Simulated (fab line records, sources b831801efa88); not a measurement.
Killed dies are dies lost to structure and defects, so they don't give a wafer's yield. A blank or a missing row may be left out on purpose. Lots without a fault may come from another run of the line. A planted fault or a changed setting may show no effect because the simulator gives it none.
Which tool did it? | flow gf180mcu | 14 lots, 42 wafers sampled, at 5 steps of a route of 602

WHAT THE GAUGES READ, wafer by wafer
GF_POLY_GATE_CD_MEAS_10: target cd 280 nm.
lot  | measured     | on        | cd_nm (nm)
L336 | day 9 15:38  | cd_sem-01 | 280.0 279.4 279.7
L337 | day 9 17:00  | cd_sem-01 | 280.3 279.5 280.1
L339 | day 10 10:59 | cd_sem-02 | 280.1 280.4 280.3
L340 | day 10 14:18 | cd_sem-02 | 281.7 280.6 280.6
L342 | day 11 06:33 | cd_sem-02 | 277.6 278.1 278.8
L343 | day 11 14:55 | cd_sem-01 | 281.0 281.5 280.4
L344 | day 11 21:04 | cd_sem-02 | 280.1 280.1 279.9
L345 | day 12 07:35 | cd_sem-02 | 281.2 281.8 283.2
L349 | day 13 08:24 | cd_sem-02 | 281.5 281.5 280.6
L353 | day 14 13:48 | cd_sem-02 | 276.1 276.2 277.3
L354 | day 14 20:26 | cd_sem-01 | 279.9 279.2 278.0
L355 | day 15 09:44 | cd_sem-02 | 280.6 279.3 279.6
L357 | day 16 03:34 | cd_sem-02 | 282.6 281.0 280.7
L358 | day 16 10:59 | cd_sem-02 | 280.3 279.5 279.5

GF_HV_LDD_TW_MEAS_50.
lot  | measured     | on            | HV_LDD_4_TW
L336 | day 12 21:05 | film_metro-04 | 579.4 575.6 572.2
L337 | day 12 22:32 | film_metro-02 | 569.8 569.0 568.8
L339 | day 13 18:26 | film_metro-04 | 576.5 573.5 571.7
L340 | day 13 22:20 | film_metro-04 | 575.4 575.7 571.8
L342 | day 14 16:32 | film_metro-04 | 576.7 573.8 577.0
L343 | day 15 02:38 | film_metro-04 | 573.7 572.6 577.2
L344 | day 15 07:30 | film_metro-04 | 572.5 571.9 571.3
L345 | day 15 23:05 | film_metro-03 | 572.2 572.1 571.9
L349 | day 17 04:22 | film_metro-04 | 575.2 575.3 575.6
L353 | day 18 10:34 | film_metro-04 | 572.4 570.3 574.8
L354 | day 18 18:25 | film_metro-04 | 572.7 573.5 572.6
L355 | day 19 08:41 | film_metro-03 | 569.0 570.6 569.9
L357 | day 20 04:59 | film_metro-02 | 574.3 574.6 573.4
L358 | day 20 14:16 | film_metro-03 | 571.7 570.9 572.2

GF_HV_LDD_RS_MEAS_53: measures by four-point-probe.
lot  | measured     | on            | HV_LDD_RS (ohm/sq)
L336 | day 12 21:16 | film_metro-03 | 418.6 418.7 418.8
L337 | day 12 22:43 | film_metro-04 | 417.9 417.2 416.1
L339 | day 13 18:37 | film_metro-04 | 419.2 419.0 418.6
L340 | day 13 22:32 | film_metro-02 | 416.5 416.7 417.5
L342 | day 14 16:44 | film_metro-02 | 417.0 418.3 418.8
L343 | day 15 02:50 | film_metro-02 | 419.4 418.6 418.6
L344 | day 15 07:42 | film_metro-03 | 419.0 418.8 419.2
L345 | day 15 23:18 | film_metro-04 | 421.0 420.1 419.7
L349 | day 17 04:34 | film_metro-04 | 418.5 419.9 418.3
L353 | day 18 10:46 | film_metro-02 | 408.4 - -
L354 | day 18 18:35 | film_metro-03 | 418.4 417.0 417.7
L355 | day 19 08:52 | film_metro-02 | - - -
L357 | day 20 05:11 | film_metro-04 | 418.1 419.1 418.7
L358 | day 20 14:26 | film_metro-04 | 418.4 418.0 417.9

GF_NSD_TW_MEAS_12.
lot  | measured     | on            | NSD_TW
L336 | day 13 20:14 | film_metro-04 | 4275 4284 4300
L337 | day 14 00:07 | film_metro-04 | 4283 4291 4261
L339 | day 14 18:16 | film_metro-04 | 4264 4281 4267
L340 | day 14 22:20 | film_metro-04 | 4255 4301 4306
L342 | day 15 18:31 | film_metro-02 | 4274 4303 4280
L343 | day 16 04:14 | film_metro-01 | 4317 4368 4335
L344 | day 16 08:36 | film_metro-04 | 4278 4289 4285
L345 | day 17 00:26 | film_metro-04 | 4298 4266 4270
L349 | day 18 08:28 | film_metro-01 | 4332 4323 4341
L353 | day 19 14:10 | film_metro-04 | 4246 4214 4247
L354 | day 19 21:47 | film_metro-04 | 4237 4230 4239
L355 | day 20 12:12 | film_metro-02 | 4271 4249 4287
L357 | day 21 08:28 | film_metro-01 | 4331 4360 4323
L358 | day 21 17:58 | film_metro-04 | 4258 4279 4269

WHICH TOOL RAN EACH LOT (tool, then ch and the chambers of the sampled wafers, then the start)
lot  | GF_HV_LDD_IMPLANT_35
L336 | implanter-01 ch 0, day 12 01:14
L337 | implanter-04 ch 0, day 12 02:32
L339 | implanter-04 ch 0, day 12 22:17
L340 | implanter-01 ch 0, day 13 01:19
L342 | implanter-01 ch 0, day 13 19:28
L343 | implanter-03 ch 0, day 14 05:08
L344 | implanter-04 ch 0, day 14 10:13
L345 | implanter-03 ch 0, day 15 00:31
L349 | implanter-03 ch 0, day 16 05:07
L353 | implanter-01 ch 0, day 17 10:45
L354 | implanter-03 ch 0, day 17 18:02
L355 | implanter-01 ch 0, day 18 07:46
L357 | implanter-04 ch 0, day 19 03:37
L358 | implanter-03 ch 0, day 19 12:38
- GF_HV_LDD_IMPLANT_35

WHAT THE TOOLS THEMSELVES READ (means of the sampled wafers that have a number; where no wafer has one, the mark that the record gives instead)
The record holds no such reading with a usual standard deviation.

THE ANSWER, worked out from the rows above alone
Rule: what is usual is taken from the lots themselves. Put in order of their means at a reading, lots are off if they are a third of the lots or fewer, leave a main group of 4 or more, and stand apart from it by a gap of 3 or more times the standard deviation of the main group's means; of several such gaps the widest counts. A main group whose means are all the same, to the digits that the tables above print for the reading, isn't used. A lot without any number at a reading at which 4 lots or more have one is off too. The other lots that the step has rows for count as sound. The gauges are gone through in route order, then the tools' own readings, and for those a lot's mean is taken as printed above. The first step at which some lot is off is used, and at that step the reading that is off furthest; a lot without a number counts as furthest.
Off: L353, L355, at GF_HV_LDD_RS_MEAS_53 (HV_LDD_RS). Without a number there: L355. The main group: mean 418.4 ohm/sq, standard deviation 0.89.
A tool fits if, at a process step before that reading, it ran every lot that is off, and no sound lot after the first of them. The gauges at GF_HV_LDD_RS_MEAS_53 are tried like those tools. Can't be told from this: 2 tools fit, implanter-01 at GF_HV_LDD_IMPLANT_35, film_metro-02 at GF_HV_LDD_RS_MEAS_53.

WHAT THE SIMULATOR HAD PUT IN
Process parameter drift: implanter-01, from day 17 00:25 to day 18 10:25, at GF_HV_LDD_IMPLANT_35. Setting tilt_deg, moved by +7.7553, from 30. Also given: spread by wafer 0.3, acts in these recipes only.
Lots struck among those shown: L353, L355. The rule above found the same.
